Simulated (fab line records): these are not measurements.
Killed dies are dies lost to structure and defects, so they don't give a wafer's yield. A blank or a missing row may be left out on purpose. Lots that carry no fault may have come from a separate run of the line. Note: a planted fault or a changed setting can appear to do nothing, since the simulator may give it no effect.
8D (eight disciplines) problem report, filled in by code ; flow sky130 ; the parts of the form that need people (team, actions taken, sign-off) are left out

## 1. THE ISSUE
SKY_PAD_OPEN_PROBE_99, killedAtFrontEnd: mean 56 over 1 wafer from 1 lot; wafers with no fault: 15, standard deviation 4.8. Relative to the usual mean, that is a shift of +8.5 standard deviations.
First observed at day 49 05:34: wafer L278.3, on prober-01. The record holds 7 wafers of 3 lots with a number at this step. Rule for "out" (also "out of limits"): further than 4 standard deviations from the usual mean. Any other wafer with a number is counted as sound.

## 2. WHAT IT IS, AND WHAT IT ISN'T
question;is;is not
which readings at this step;killedAtFrontEnd;killed_at_M0_to_M3, killed_at_M4_up, killedAtContacts, killedAtOther, killedOpen, killedShort
which lots;L278;L270, L271
which wafers of those lots;all that have a number;-
read on which tools;prober-01;prober-02
when;from day 49 05:34;up to then (6 sound wafers)

## 3. WHAT RULES OUT EACH SUSPECT
Counting: a tool stays on the suspect list if, at a process step up to the reading, it processed all lots that are out and no sound lot following the first of them.
- plasmaAsher-03 at SKY_LDD_LDN_STRIP_12 (strips in O2/N2): kept. It ran the lot that is out, L278 (day 28 01:28), and no sound lot after that; its last sound lot up to then is L271 (day 25 17:56).
- rieDiel-04 at SKY_SPACER_ETCHBACK_02 (etches Si3N4 in CH3F/O2, stops on SiO2, time 46.7 s, target depth 45 nm): kept. It ran the lot that is out, L278 (day 28 02:56), and no sound lot after that.
- rieDiel-01 at SKY_POLY_CUT_ETCH_10 (etches BARC in N2/H2, stops on SiO2, time 45.9 s, target depth 60 nm): kept. It ran the lot that is out, L278 (day 29 07:04), and no sound lot after that; its last sound lot up to then is L270 (day 26 07:56).
- rieDiel-01 at SKY_POLY_CUT_ETCH_11 (etches Si3N4 in CF4/CH2F2/Ar, stops on poly-Si, time 42.5 s, target depth 60 nm): kept. It ran the lot that is out, L278 (day 29 07:06), and no sound lot after that; its last sound lot up to then is L270 (day 26 07:59).
- plasmaAsher-04 at SKY_POLY_CUT_STRIP_12 (strips in O2/N2): kept. It ran the lot that is out, L278 (day 29 07:08), and no sound lot after that; its last sound lot up to then is L270 (day 26 08:01).
- plasmaAsher-02 at SKY_SD_P_STRIP_10 (strips in O2/N2): kept. It ran the lot that is out, L278 (day 30 10:37), and no sound lot after that; its last sound lot up to then is L270 (day 27 13:22).
- prober-01 at SKY_PAD_OPEN_PROBE_99: kept. It ran the lot that is out, L278 (day 49 05:34), and no sound lot after that; its last sound lot up to then is L270 (day 47 05:29). Out on those wafers are its own readings of killedAtFrontEnd.
Left after counting: plasmaAsher-03 at SKY_LDD_LDN_STRIP_12, rieDiel-04 at SKY_SPACER_ETCHBACK_02, rieDiel-01 at SKY_POLY_CUT_ETCH_10, rieDiel-01 at SKY_POLY_CUT_ETCH_11, plasmaAsher-04 at SKY_POLY_CUT_STRIP_12, plasmaAsher-02 at SKY_SD_P_STRIP_10, prober-01 at SKY_PAD_OPEN_PROBE_99.

## 4. THE CAUSE (what the simulator had put in)
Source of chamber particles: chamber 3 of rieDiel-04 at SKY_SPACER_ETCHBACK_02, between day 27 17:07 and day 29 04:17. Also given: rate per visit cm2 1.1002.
Counting left 7 suspects, and this tool is among them.

## 5. THE EFFECT CHAIN, in route order
Each row: a reading where the mean over the struck wafers with a number is more than 3 standard deviations away from the usual. Scope: only readings with a usual standard deviation given in the record; hours: median across lots of the time from each lot's start at the first step in this table that gives one to its start at this step; sigmas: change in usual standard deviations.
hours;step;reading;usual;on struck wafers;change;sigmas
0;SKY_PAD_OPEN_PROBE_99;killedAtFrontEnd;15;56;+41;+8.5
0;SKY_PAD_OPEN_PROBE_99;killedDies;84;116;+32;+3.2
Its process steps:
- SKY_PAD_OPEN_PROBE_99

## 6. HOW IT WOULD HAVE BEEN CAUGHT EARLIER
In this record no reading fell out of limits until day 49 05:34, 516 hours after the fault had begun at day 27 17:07.
No tool reading at SKY_SPACER_ETCHBACK_02 that has a usual standard deviation in the record was out on any struck wafer, so an alarm limit of 4 standard deviations on those readings would not have fired.
Lots out: 1; all had begun SKY_SPACER_ETCHBACK_02 on rieDiel-04 by day 49 05:34. A hold on the tool at that time would have spared none of them.
